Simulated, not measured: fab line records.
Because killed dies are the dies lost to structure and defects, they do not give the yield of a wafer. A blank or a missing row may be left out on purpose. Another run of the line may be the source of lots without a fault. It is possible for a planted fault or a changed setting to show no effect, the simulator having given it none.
fab line records :: flow sky130
record
  lots=14
  wafers=42
  lastDay=51
route steps=708 shown SD_P@326 METAL2@486 VIA2@510 METAL4@598
lots with no fault: from the same line, run without faults
startH: start of the lot's first displayed wafer, in hours after the record's first day :: waitH: hours from the lot's prior step to this one :: " same as the row above :: L1.1+2: a single row standing in for several wafers :: - no value, or no start was given :: * or withheld: withheld :: < > ~ a bound
route shown NAME@n: a module of which the file shows steps, and the number in the route of the first :: usual: mean and standard deviation over wafers with no fault :: same: alike in all rows :: chamber/n: place in a boat :: sites: the reading at each site :: _std_site: how widely they spread, as a standard deviation :: _edge_site: mean of outer sites minus mean of inner sites :: radiusMm: how far each site lies from the wafer's centre :: mask NAME#n: copy n :: behind: tool/chamber where the wafer was last shaped :: hold: why the lot went on hold/how many hours it stayed there/how the hold came to an end :: device: the transistor (n, p or np) that didn't switch :: end of line: the tests these same wafers got at the end of their route :: a step given without rows: its recipe and nothing more :: killed: dies lost to structure and defects at the first sort, not the wafer's yield :: map: a wafer's dies, marking killed ones x, the rest . and places with no die _
set.NAME: setting as actually run; set.NAME@STEP: the setting as run at that earlier step :: model.NAME: the simulator's own value behind a step, which no gauge read
route steps across a sampled set of lots; one table per step, one row per wafer
services: the hour from which a tool's chamber was out of use, counted from the record's first day as startH (under 0 if before that day), plus the number of hours and why
## steps
# step SKY_SD_P_DEVELOP_06
# recipe
  resist=NOVOLAK
  developer=TMAH
  developTimeS=60
  devTempC=23
# usual
  developerTempC=22.99/0.099
lot.wafer: L615.1
tool: lithoTrack-04
chamber: 0
startH: 613.46
waitH: 0.1
developerTempC: 23.11

lot.wafer: L615.4
tool: lithoTrack-04
chamber: 0
startH: 613.46
waitH: 0.1
developerTempC: 23.06

lot.wafer: L615.5
tool: lithoTrack-04
chamber: 0
startH: 613.46
waitH: 0.1
developerTempC: 23.21

lot.wafer: L616.1
tool: lithoTrack-01
chamber: 0
startH: 618.19
waitH: 0.1
developerTempC: 23.16

lot.wafer: L616.4
tool: lithoTrack-01
chamber: 0
startH: 618.19
waitH: 0.1
developerTempC: 23.13

lot.wafer: L616.5
tool: lithoTrack-01
chamber: 0
startH: 618.19
waitH: 0.1
developerTempC: 23.19

lot.wafer: L619.1
tool: lithoTrack-01
chamber: 0
startH: 632.19
waitH: 0.1
developerTempC: 22.89

lot.wafer: L619.2
tool: lithoTrack-01
chamber: 0
startH: 632.19
waitH: 0.1
developerTempC: 22.86

lot.wafer: L619.3
tool: lithoTrack-01
chamber: 0
startH: 632.19
waitH: 0.1
developerTempC: 22.81

lot.wafer: L620.1
tool: lithoTrack-01
chamber: 0
startH: 653.04
waitH: 0.1
developerTempC: 22.98

lot.wafer: L620.2
tool: lithoTrack-01
chamber: 0
startH: 653.04
waitH: 0.1
developerTempC: 23.00

lot.wafer: L620.6
tool: lithoTrack-01
chamber: 0
startH: 653.04
waitH: 0.1
developerTempC: 22.90

lot.wafer: L621.2
tool: lithoTrack-03
chamber: 0
startH: 656.70
waitH: 0.1
developerTempC: 23.11

lot.wafer: L621.5
tool: lithoTrack-03
chamber: 0
startH: 656.70
waitH: 0.1
developerTempC: 22.98

lot.wafer: L621.6
tool: lithoTrack-03
chamber: 0
startH: 656.70
waitH: 0.1
developerTempC: 22.90

lot.wafer: L623.1
tool: lithoTrack-01
chamber: 0
startH: 669.74
waitH: 0.1
developerTempC: 20.75

lot.wafer: L623.3
tool: lithoTrack-01
chamber: 0
startH: 669.74
waitH: 0.1
developerTempC: 20.74

lot.wafer: L623.4
tool: lithoTrack-01
chamber: 0
startH: 669.74
waitH: 0.1
developerTempC: 20.70

lot.wafer: L624.2
tool: lithoTrack-01
chamber: 0
startH: 674.86
waitH: 0.1
developerTempC: 20.73

lot.wafer: L624.4
tool: lithoTrack-01
chamber: 0
startH: 674.86
waitH: 0.1
developerTempC: 20.67

lot.wafer: L624.6
tool: lithoTrack-01
chamber: 0
startH: 674.86
waitH: 0.1
developerTempC: 20.76

lot.wafer: L630.3
tool: lithoTrack-04
chamber: 0
startH: 730.66
waitH: 0.1
developerTempC: 22.97

lot.wafer: L630.5
tool: lithoTrack-04
chamber: 0
startH: 730.66
waitH: 0.1
developerTempC: 23.00

lot.wafer: L630.6
tool: lithoTrack-04
chamber: 0
startH: 730.66
waitH: 0.1
developerTempC: 23.01

lot.wafer: L633.1
tool: lithoTrack-04
chamber: 0
startH: 772.91
waitH: 0.1
developerTempC: 22.98

lot.wafer: L633.5
tool: lithoTrack-04
chamber: 0
startH: 772.91
waitH: 0.1
developerTempC: 22.90

lot.wafer: L633.6
tool: lithoTrack-04
chamber: 0
startH: 772.91
waitH: 0.1
developerTempC: 23.00

lot.wafer: L636.1
tool: lithoTrack-04
chamber: 0
startH: 775.41
waitH: 0.1
developerTempC: 22.97

lot.wafer: L636.2
tool: lithoTrack-04
chamber: 0
startH: 775.41
waitH: 0.1
developerTempC: 22.97

lot.wafer: L636.5
tool: lithoTrack-04
chamber: 0
startH: 775.41
waitH: 0.1
developerTempC: 22.98

lot.wafer: L635.2
tool: lithoTrack-04
chamber: 0
startH: 777.89
waitH: 0.1
developerTempC: 23.05

lot.wafer: L635.4
tool: lithoTrack-04
chamber: 0
startH: 777.89
waitH: 0.1
developerTempC: 22.97

lot.wafer: L635.6
tool: lithoTrack-04
chamber: 0
startH: 777.89
waitH: 0.1
developerTempC: 22.98

lot.wafer: L634.1
tool: lithoTrack-04
chamber: 0
startH: 778.51
waitH: 0.1
developerTempC: 23.05

lot.wafer: L634.3
tool: lithoTrack-04
chamber: 0
startH: 778.51
waitH: 0.1
developerTempC: 23.11

lot.wafer: L634.4
tool: lithoTrack-04
chamber: 0
startH: 778.51
waitH: 0.1
developerTempC: 23.11

lot.wafer: L637.4
tool: lithoTrack-01
chamber: 0
startH: 782.21
waitH: 0.1
developerTempC: 22.99

lot.wafer: L637.5
tool: lithoTrack-01
chamber: 0
startH: 782.21
waitH: 0.1
developerTempC: 23.03

lot.wafer: L637.6
tool: lithoTrack-01
chamber: 0
startH: 782.21
waitH: 0.1
developerTempC: 23.18

lot.wafer: L638.1
tool: lithoTrack-04
chamber: 0
startH: 791.81
waitH: 0.1
developerTempC: 22.79

lot.wafer: L638.4
tool: lithoTrack-04
chamber: 0
startH: 791.81
waitH: 0.1
developerTempC: 22.92

lot.wafer: L638.6
tool: lithoTrack-04
chamber: 0
startH: 791.81
waitH: 0.1
developerTempC: 23.06
# step SKY_METAL2_SPUTTER_03
# recipe
  material=Ti
  targetThkNm=5
  powerW=3000
  timeS=3.3
  chamberPressurePa=0.4
# usual
  cathodeDcPowerW=2999.9/0.55
  throttleValvePct=29.8/0.86
lot.wafer: L615.1
tool: pvdSputter-04
chamber: -
startH: 820.21
waitH: 0.0
cathodeDcPowerW: 3000.2
throttleValvePct: 29.9

lot.wafer: L615.4
tool: pvdSputter-04
chamber: -
startH: 820.21
waitH: 0.0
cathodeDcPowerW: 2999.2
throttleValvePct: 31.4

lot.wafer: L615.5
tool: pvdSputter-04
chamber: -
startH: 820.21
waitH: 0.0
cathodeDcPowerW: 2999.1
throttleValvePct: 31.5

lot.wafer: L616.1
tool: pvdSputter-04
chamber: -
startH: 823.30
waitH: 0.0
cathodeDcPowerW: 3000.2
throttleValvePct: 31.5

lot.wafer: L616.4
tool: pvdSputter-04
chamber: -
startH: 823.30
waitH: 0.0
cathodeDcPowerW: 2999.7
throttleValvePct: 29.8

lot.wafer: L616.5
tool: pvdSputter-04
chamber: -
startH: 823.30
waitH: 0.0
cathodeDcPowerW: 3000.6
throttleValvePct: 30.6

lot.wafer: L619.1
tool: pvdSputter-02
chamber: -
startH: 836.73
waitH: 0.0
cathodeDcPowerW: 2999.8
throttleValvePct: 30.4

lot.wafer: L619.2
tool: pvdSputter-02
chamber: -
startH: 836.73
waitH: 0.0
cathodeDcPowerW: 2999.7
throttleValvePct: 29.5

lot.wafer: L619.3
tool: pvdSputter-02
chamber: -
startH: 836.73
waitH: 0.0
cathodeDcPowerW: 2999.7
throttleValvePct: 29.5

lot.wafer: L620.1
tool: pvdSputter-01
chamber: -
startH: 855.78
waitH: 0.0
cathodeDcPowerW: 2999.6
throttleValvePct: 28.6

lot.wafer: L620.2
tool: pvdSputter-01
chamber: -
startH: 855.78
waitH: 0.0
cathodeDcPowerW: 2999.0
throttleValvePct: 30.9

lot.wafer: L620.6
tool: pvdSputter-01
chamber: -
startH: 855.78
waitH: 0.0
cathodeDcPowerW: 2999.3
throttleValvePct: 28.7

lot.wafer: L621.2
tool: pvdSputter-02
chamber: -
startH: 859.77
waitH: 0.0
cathodeDcPowerW: 3000.5
throttleValvePct: 30.4

lot.wafer: L621.5
tool: pvdSputter-02
chamber: -
startH: 859.77
waitH: 0.0
cathodeDcPowerW: 3000.6
throttleValvePct: 29.7

lot.wafer: L621.6
tool: pvdSputter-02
chamber: -
startH: 859.77
waitH: 0.0
cathodeDcPowerW: 2999.5
throttleValvePct: 29.2

lot.wafer: L623.1
tool: pvdSputter-02
chamber: -
startH: 870.69
waitH: 0.0
cathodeDcPowerW: 2999.7
throttleValvePct: 30.1

lot.wafer: L623.3
tool: pvdSputter-02
chamber: -
startH: 870.69
waitH: 0.0
cathodeDcPowerW: 2999.8
throttleValvePct: 29.5

lot.wafer: L623.4
tool: pvdSputter-02
chamber: -
startH: 870.69
waitH: 0.0
cathodeDcPowerW: 3000.0
throttleValvePct: 29.6

lot.wafer: L624.2
tool: pvdSputter-01
chamber: -
startH: 875.14
waitH: 0.0
cathodeDcPowerW: 2999.8
throttleValvePct: 30.6

lot.wafer: L624.4
tool: pvdSputter-01
chamber: -
startH: 875.14
waitH: 0.0
cathodeDcPowerW: 3000.1
throttleValvePct: 30.0

lot.wafer: L624.6
tool: pvdSputter-01
chamber: -
startH: 875.14
waitH: 0.0
cathodeDcPowerW: 2999.4
throttleValvePct: 28.8

lot.wafer: L630.3
tool: pvdSputter-01
chamber: -
startH: 928.20
waitH: 0.0
cathodeDcPowerW: 3000.4
throttleValvePct: 28.7

lot.wafer: L630.5
tool: pvdSputter-01
chamber: -
startH: 928.20
waitH: 0.0
cathodeDcPowerW: 2999.7
throttleValvePct: 30.4

lot.wafer: L630.6
tool: pvdSputter-01
chamber: -
startH: 928.20
waitH: 0.0
cathodeDcPowerW: 2999.2
throttleValvePct: 28.6

lot.wafer: L633.1
tool: pvdSputter-01
chamber: -
startH: 965.37
waitH: 0.0
cathodeDcPowerW: 2999.9
throttleValvePct: 30.7

lot.wafer: L633.5
tool: pvdSputter-01
chamber: -
startH: 965.37
waitH: 0.0
cathodeDcPowerW: 3000.5
throttleValvePct: 30.7

lot.wafer: L633.6
tool: pvdSputter-01
chamber: -
startH: 965.37
waitH: 0.0
cathodeDcPowerW: 3000.0
throttleValvePct: 28.9

lot.wafer: L636.1
tool: pvdSputter-01
chamber: -
startH: 968.53
waitH: 0.0
cathodeDcPowerW: 3000.6
throttleValvePct: 30.3

lot.wafer: L636.2
tool: pvdSputter-01
chamber: -
startH: 968.53
waitH: 0.0
cathodeDcPowerW: 3000.2
throttleValvePct: 28.5

lot.wafer: L636.5
tool: pvdSputter-01
chamber: -
startH: 968.53
waitH: 0.0
cathodeDcPowerW: 3000.9
throttleValvePct: 30.2

lot.wafer: L635.2
tool: pvdSputter-02
chamber: -
startH: 969.73
waitH: 0.0
cathodeDcPowerW: 3000.3
throttleValvePct: 29.5

lot.wafer: L635.4
tool: pvdSputter-02
chamber: -
startH: 969.73
waitH: 0.0
cathodeDcPowerW: 2999.7
throttleValvePct: 30.3

lot.wafer: L635.6
tool: pvdSputter-02
chamber: -
startH: 969.73
waitH: 0.0
cathodeDcPowerW: 2999.6
throttleValvePct: 30.4

lot.wafer: L634.1
tool: pvdSputter-02
chamber: -
startH: 970.71
waitH: 0.0
cathodeDcPowerW: 2999.5
throttleValvePct: 29.5

lot.wafer: L634.3
tool: pvdSputter-02
chamber: -
startH: 970.71
waitH: 0.0
cathodeDcPowerW: 2999.0
throttleValvePct: 29.5

lot.wafer: L634.4
tool: pvdSputter-02
chamber: -
startH: 970.71
waitH: 0.0
cathodeDcPowerW: 3001.1
throttleValvePct: 30.2

lot.wafer: L637.4
tool: pvdSputter-04
chamber: -
startH: 975.60
waitH: 0.0
cathodeDcPowerW: 2999.8
throttleValvePct: 28.8

lot.wafer: L637.5
tool: pvdSputter-04
chamber: -
startH: 975.60
waitH: 0.0
cathodeDcPowerW: 3000.0
throttleValvePct: 28.9

lot.wafer: L637.6
tool: pvdSputter-04
chamber: -
startH: 975.60
waitH: 0.0
cathodeDcPowerW: 2999.9
throttleValvePct: 29.8

lot.wafer: L638.1
tool: pvdSputter-01
chamber: -
startH: 981.94
waitH: 0.0
cathodeDcPowerW: 2999.6
throttleValvePct: 30.8

lot.wafer: L638.4
tool: pvdSputter-01
chamber: -
startH: 981.94
waitH: 0.0
cathodeDcPowerW: 2999.1
throttleValvePct: 30.0

lot.wafer: L638.6
tool: pvdSputter-01
chamber: -
startH: 981.94
waitH: 0.0
cathodeDcPowerW: 3000.3
throttleValvePct: 30.6
# step SKY_VIA2_BOW_MEAS_03
# recipe
  mode=bow
# usual
  VIA2_BOW=89/7.3
lot.wafer: L615.1
tool: filmMetro-01
chamber: -
startH: 848.52
waitH: 0.1
VIA2_BOW[um]: 89

lot.wafer: L615.4
tool: filmMetro-01
chamber: -
startH: 848.52
waitH: 0.1
VIA2_BOW[um]: 88

lot.wafer: L615.5
tool: filmMetro-01
chamber: -
startH: 848.52
waitH: 0.1
VIA2_BOW[um]: 102

lot.wafer: L616.1
tool: filmMetro-01
chamber: -
startH: 851.23
waitH: 0.2
VIA2_BOW[um]: 99

lot.wafer: L616.4
tool: filmMetro-01
chamber: -
startH: 851.23
waitH: 0.2
VIA2_BOW[um]: 90

lot.wafer: L616.5
tool: filmMetro-01
chamber: -
startH: 851.23
waitH: 0.2
VIA2_BOW[um]: 90

lot.wafer: L619.1
tool: filmMetro-02
chamber: -
startH: 864.96
waitH: 0.2
VIA2_BOW[um]: 88

lot.wafer: L619.2
tool: filmMetro-02
chamber: -
startH: 864.96
waitH: 0.2
VIA2_BOW[um]: 77

lot.wafer: L619.3
tool: filmMetro-02
chamber: -
startH: 864.96
waitH: 0.2
VIA2_BOW[um]: 93

lot.wafer: L620.1
tool: filmMetro-02
chamber: -
startH: 883.38
waitH: 0.1
VIA2_BOW[um]: 95

lot.wafer: L620.2
tool: filmMetro-02
chamber: -
startH: 883.38
waitH: 0.1
VIA2_BOW[um]: 82

lot.wafer: L620.6
tool: filmMetro-02
chamber: -
startH: 883.38
waitH: 0.1
VIA2_BOW[um]: 85

lot.wafer: L621.2
tool: filmMetro-02
chamber: -
startH: 886.34
waitH: 0.2
VIA2_BOW[um]: 106

lot.wafer: L621.5
tool: filmMetro-02
chamber: -
startH: 886.34
waitH: 0.2
VIA2_BOW[um]: 101

lot.wafer: L621.6
tool: filmMetro-02
chamber: -
startH: 886.34
waitH: 0.2
VIA2_BOW[um]: 100

lot.wafer: L623.1
tool: filmMetro-02
chamber: -
startH: 898.18
waitH: 0.1
VIA2_BOW[um]: 95

lot.wafer: L623.3
tool: filmMetro-02
chamber: -
startH: 898.18
waitH: 0.1
VIA2_BOW[um]: 87

lot.wafer: L623.4
tool: filmMetro-02
chamber: -
startH: 898.18
waitH: 0.1
VIA2_BOW[um]: 89

lot.wafer: L624.2
tool: filmMetro-03
chamber: -
startH: 902.55
waitH: 0.2
VIA2_BOW[um]: 88

lot.wafer: L624.4
tool: filmMetro-03
chamber: -
startH: 902.55
waitH: 0.2
VIA2_BOW[um]: 87

lot.wafer: L624.6
tool: filmMetro-03
chamber: -
startH: 902.55
waitH: 0.2
VIA2_BOW[um]: 93

lot.wafer: L630.3
tool: filmMetro-03
chamber: -
startH: 954.92
waitH: 0.1
VIA2_BOW[um]: 103

lot.wafer: L630.5
tool: filmMetro-03
chamber: -
startH: 954.92
waitH: 0.1
VIA2_BOW[um]: 84

lot.wafer: L630.6
tool: filmMetro-03
chamber: -
startH: 954.92
waitH: 0.1
VIA2_BOW[um]: 88

lot.wafer: L633.1
tool: filmMetro-03
chamber: -
startH: 990.46
waitH: 0.2
VIA2_BOW[um]: 79

lot.wafer: L633.5
tool: filmMetro-03
chamber: -
startH: 990.46
waitH: 0.2
VIA2_BOW[um]: 83

lot.wafer: L633.6
tool: filmMetro-03
chamber: -
startH: 990.46
waitH: 0.2
VIA2_BOW[um]: 83

lot.wafer: L636.1
tool: filmMetro-01
chamber: -
startH: 994.61
waitH: 0.1
VIA2_BOW[um]: 82

lot.wafer: L636.2
tool: filmMetro-01
chamber: -
startH: 994.61
waitH: 0.1
VIA2_BOW[um]: 89

lot.wafer: L636.5
tool: filmMetro-01
chamber: -
startH: 994.61
waitH: 0.1
VIA2_BOW[um]: 99

lot.wafer: L635.2
tool: filmMetro-03
chamber: -
startH: 995.91
waitH: 0.2
VIA2_BOW[um]: 84

lot.wafer: L635.4
tool: filmMetro-03
chamber: -
startH: 995.91
waitH: 0.2
VIA2_BOW[um]: 81

lot.wafer: L635.6
tool: filmMetro-03
chamber: -
startH: 995.91
waitH: 0.2
VIA2_BOW[um]: 88

lot.wafer: L634.1
tool: filmMetro-01
chamber: -
startH: 996.85
waitH: 0.2
VIA2_BOW[um]: 99

lot.wafer: L634.3
tool: filmMetro-01
chamber: -
startH: 996.85
waitH: 0.2
VIA2_BOW[um]: 90

lot.wafer: L634.4
tool: filmMetro-01
chamber: -
startH: 996.85
waitH: 0.2
VIA2_BOW[um]: 79

lot.wafer: L637.4
tool: filmMetro-03
chamber: -
startH: 1001.11
waitH: 0.2
VIA2_BOW[um]: 82

lot.wafer: L637.5
tool: filmMetro-03
chamber: -
startH: 1001.11
waitH: 0.2
VIA2_BOW[um]: 91

lot.wafer: L637.6
tool: filmMetro-03
chamber: -
startH: 1001.11
waitH: 0.2
VIA2_BOW[um]: 92

lot.wafer: L638.1
tool: filmMetro-03
chamber: -
startH: 1007.41
waitH: 0.2
VIA2_BOW[um]: 99

lot.wafer: L638.4
tool: filmMetro-03
chamber: -
startH: 1007.41
waitH: 0.2
VIA2_BOW[um]: 96

lot.wafer: L638.6
tool: filmMetro-03
chamber: -
startH: 1007.41
waitH: 0.2
VIA2_BOW[um]: 81
# step SKY_METAL4_SPUTTER_00
# recipe
  material=Ti
  targetThkNm=15
  powerW=3000
  timeS=10
  chamberPressurePa=0.4
# usual
  cathodeDcPowerW=3000.0/0.51
  throttleValvePct=29.6/1.3
lot.wafer: L615.1
tool: pvdSputter-01
chamber: -
startH: 957.33
waitH: 0.2
cathodeDcPowerW: 2999.9
throttleValvePct: 28.9

lot.wafer: L615.4
tool: pvdSputter-01
chamber: -
startH: 957.33
waitH: 0.2
cathodeDcPowerW: 2999.5
throttleValvePct: 30.8

lot.wafer: L615.5
tool: pvdSputter-01
chamber: -
startH: 957.33
waitH: 0.2
cathodeDcPowerW: 2999.8
throttleValvePct: 31.1

lot.wafer: L616.1
tool: pvdSputter-03
chamber: -
startH: 960.56
waitH: 0.1
cathodeDcPowerW: 2999.5
throttleValvePct: 31.5

lot.wafer: L616.4
tool: pvdSputter-03
chamber: -
startH: 960.56
waitH: 0.1
cathodeDcPowerW: 2999.7
throttleValvePct: 27.7

lot.wafer: L616.5
tool: pvdSputter-03
chamber: -
startH: 960.56
waitH: 0.1
cathodeDcPowerW: 3001.1
throttleValvePct: 27.7

lot.wafer: L619.1
tool: pvdSputter-01
chamber: -
startH: 972.83
waitH: 0.1
cathodeDcPowerW: 2999.6
throttleValvePct: 28.6

lot.wafer: L619.2
tool: pvdSputter-01
chamber: -
startH: 972.83
waitH: 0.1
cathodeDcPowerW: 3000.5
throttleValvePct: 30.8

lot.wafer: L619.3
tool: pvdSputter-01
chamber: -
startH: 972.83
waitH: 0.1
cathodeDcPowerW: 3000.4
throttleValvePct: 30.4

lot.wafer: L620.1
tool: pvdSputter-03
chamber: -
startH: 988.56
waitH: 0.2
cathodeDcPowerW: 3000.2
throttleValvePct: 31.3

lot.wafer: L620.2
tool: pvdSputter-03
chamber: -
startH: 988.56
waitH: 0.2
cathodeDcPowerW: 3000.6
throttleValvePct: 29.9

lot.wafer: L620.6
tool: pvdSputter-03
chamber: -
startH: 988.56
waitH: 0.2
cathodeDcPowerW: 3000.1
throttleValvePct: 30.2

lot.wafer: L621.2
tool: pvdSputter-03
chamber: -
startH: 991.64
waitH: 0.1
cathodeDcPowerW: 2999.7
throttleValvePct: 28.6

lot.wafer: L621.5
tool: pvdSputter-03
chamber: -
startH: 991.64
waitH: 0.1
cathodeDcPowerW: 2999.6
throttleValvePct: 28.3

lot.wafer: L621.6
tool: pvdSputter-03
chamber: -
startH: 991.64
waitH: 0.1
cathodeDcPowerW: 2999.7
throttleValvePct: 29.8

lot.wafer: L623.1
tool: pvdSputter-01
chamber: -
startH: 1004.88
waitH: 0.2
cathodeDcPowerW: 2998.7
throttleValvePct: 30.9

lot.wafer: L623.3
tool: pvdSputter-01
chamber: -
startH: 1004.88
waitH: 0.2
cathodeDcPowerW: 2999.7
throttleValvePct: 28.6

lot.wafer: L623.4
tool: pvdSputter-01
chamber: -
startH: 1004.88
waitH: 0.2
cathodeDcPowerW: 3000.7
throttleValvePct: 28.5

lot.wafer: L624.2
tool: pvdSputter-03
chamber: -
startH: 1007.49
waitH: 0.2
cathodeDcPowerW: 3000.1
throttleValvePct: 31.4

lot.wafer: L624.4
tool: pvdSputter-03
chamber: -
startH: 1007.49
waitH: 0.2
cathodeDcPowerW: 2999.5
throttleValvePct: 28.4

lot.wafer: L624.6
tool: pvdSputter-03
chamber: -
startH: 1007.49
waitH: 0.2
cathodeDcPowerW: 2999.9
throttleValvePct: 28.8

lot.wafer: L630.3
tool: pvdSputter-04
chamber: -
startH: 1054.59
waitH: 0.2
cathodeDcPowerW: 2999.4
throttleValvePct: 30.0

lot.wafer: L630.5
tool: pvdSputter-04
chamber: -
startH: 1054.59
waitH: 0.2
cathodeDcPowerW: 3000.4
throttleValvePct: 31.3

lot.wafer: L630.6
tool: pvdSputter-04
chamber: -
startH: 1054.59
waitH: 0.2
cathodeDcPowerW: 3000.0
throttleValvePct: 28.9

lot.wafer: L633.1
tool: pvdSputter-04
chamber: -
startH: 1086.70
waitH: 0.1
cathodeDcPowerW: 2999.6
throttleValvePct: 29.7

lot.wafer: L633.5
tool: pvdSputter-04
chamber: -
startH: 1086.70
waitH: 0.1
cathodeDcPowerW: 2999.7
throttleValvePct: 29.8

lot.wafer: L633.6
tool: pvdSputter-04
chamber: -
startH: 1086.70
waitH: 0.1
cathodeDcPowerW: 3000.0
throttleValvePct: 28.7

lot.wafer: L636.1
tool: pvdSputter-03
chamber: -
startH: 1091.70
waitH: 0.2
cathodeDcPowerW: 3000.1
throttleValvePct: 31.3

lot.wafer: L636.2
tool: pvdSputter-03
chamber: -
startH: 1091.70
waitH: 0.2
cathodeDcPowerW: 3000.0
throttleValvePct: 27.8

lot.wafer: L636.5
tool: pvdSputter-03
chamber: -
startH: 1091.70
waitH: 0.2
cathodeDcPowerW: 3000.1
throttleValvePct: 27.5

lot.wafer: L635.2
tool: pvdSputter-01
chamber: -
startH: 1092.79
waitH: 0.1
cathodeDcPowerW: 2999.0
throttleValvePct: 28.7

lot.wafer: L635.4
tool: pvdSputter-01
chamber: -
startH: 1092.79
waitH: 0.1
cathodeDcPowerW: 3000.5
throttleValvePct: 31.0

lot.wafer: L635.6
tool: pvdSputter-01
chamber: -
startH: 1092.79
waitH: 0.1
cathodeDcPowerW: 3000.2
throttleValvePct: 28.8

lot.wafer: L634.1
tool: pvdSputter-03
chamber: -
startH: 1094.30
waitH: 0.1
cathodeDcPowerW: 2999.6
throttleValvePct: 29.8

lot.wafer: L634.3
tool: pvdSputter-03
chamber: -
startH: 1094.30
waitH: 0.1
cathodeDcPowerW: 3000.3
throttleValvePct: 31.1

lot.wafer: L634.4
tool: pvdSputter-03
chamber: -
startH: 1094.30
waitH: 0.1
cathodeDcPowerW: 3000.0
throttleValvePct: 28.3

lot.wafer: L637.4
tool: pvdSputter-03
chamber: -
startH: 1098.34
waitH: 0.2
cathodeDcPowerW: 2999.6
throttleValvePct: 29.8

lot.wafer: L637.5
tool: pvdSputter-03
chamber: -
startH: 1098.34
waitH: 0.2
cathodeDcPowerW: 3000.6
throttleValvePct: 31.0

lot.wafer: L637.6
tool: pvdSputter-03
chamber: -
startH: 1098.34
waitH: 0.2
cathodeDcPowerW: 2999.2
throttleValvePct: 27.7

lot.wafer: L638.1
tool: pvdSputter-03
chamber: -
startH: 1103.32
waitH: 0.2
cathodeDcPowerW: 2999.3
throttleValvePct: 31.3

lot.wafer: L638.4
tool: pvdSputter-03
chamber: -
startH: 1103.32
waitH: 0.2
cathodeDcPowerW: 3000.1
throttleValvePct: 27.6

lot.wafer: L638.6
tool: pvdSputter-03
chamber: -
startH: 1103.32
waitH: 0.2
cathodeDcPowerW: 2999.5
throttleValvePct: 29.9
## services
tool: pvdSputter-04
chamber: -
startH: 639.36
hours: 8.2
kind: repair

tool: pvdSputter-02
chamber: -
startH: 745.00
hours: 10.9
kind: repair

tool: pvdSputter-04
chamber: -
startH: 794.38
hours: 2.2
kind: repair

tool: pvdSputter-01
chamber: -
startH: 815.64
hours: 29.9
kind: repair

tool: pvdSputter-02
chamber: -
startH: 819.87
hours: 9.2
kind: repair

tool: pvdSputter-02
chamber: -
startH: 825.27
hours: 1.7
kind: repair

tool: pvdSputter-04
chamber: -
startH: 887.49
hours: 4.1
kind: repair

tool: pvdSputter-02
chamber: -
startH: 979.68
hours: 1.3
kind: repair

tool: pvdSputter-04
chamber: -
startH: 1031.10
hours: 4.0
kind: repair

tool: pvdSputter-04
chamber: -
startH: 1063.61
hours: 5.6
kind: repair

tool: pvdSputter-03
chamber: -
startH: 1073.99
hours: 4.0
kind: repair
## key
firstSign
  step=SKY_SD_P_DEVELOP_06
  reading=developerTempC
  direction=down
  sigmas=23
  usual=*
  struck=*
effect none on later readings
metAt SKY_SD_P_DEVELOP_06
struckLots L623,L624
testerLeftOut L623,L624
notActingAt SKY_METAL2_SPUTTER_03,SKY_VIA2_BOW_MEAS_03,SKY_METAL4_SPUTTER_00
onsetBetween 653.04 669.74
fault
  kind=processParameterDrift
  tool=lithoTrack-01
  chamber=-
  onsetH=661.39
  steps=SKY_SD_P_DEVELOP_06
  channel=devTempC
  offset=*
  shape=step
  endH=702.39
  actsIn=*
  stated=*
# testerLeftOut: of these lots the tester's yield and bins aren't shown, on N5 and GAA mostly nor the transistor test; their killed dies are dies lost to structure and defects alone, not to doping, threshold or leakage, so they don't give the yield
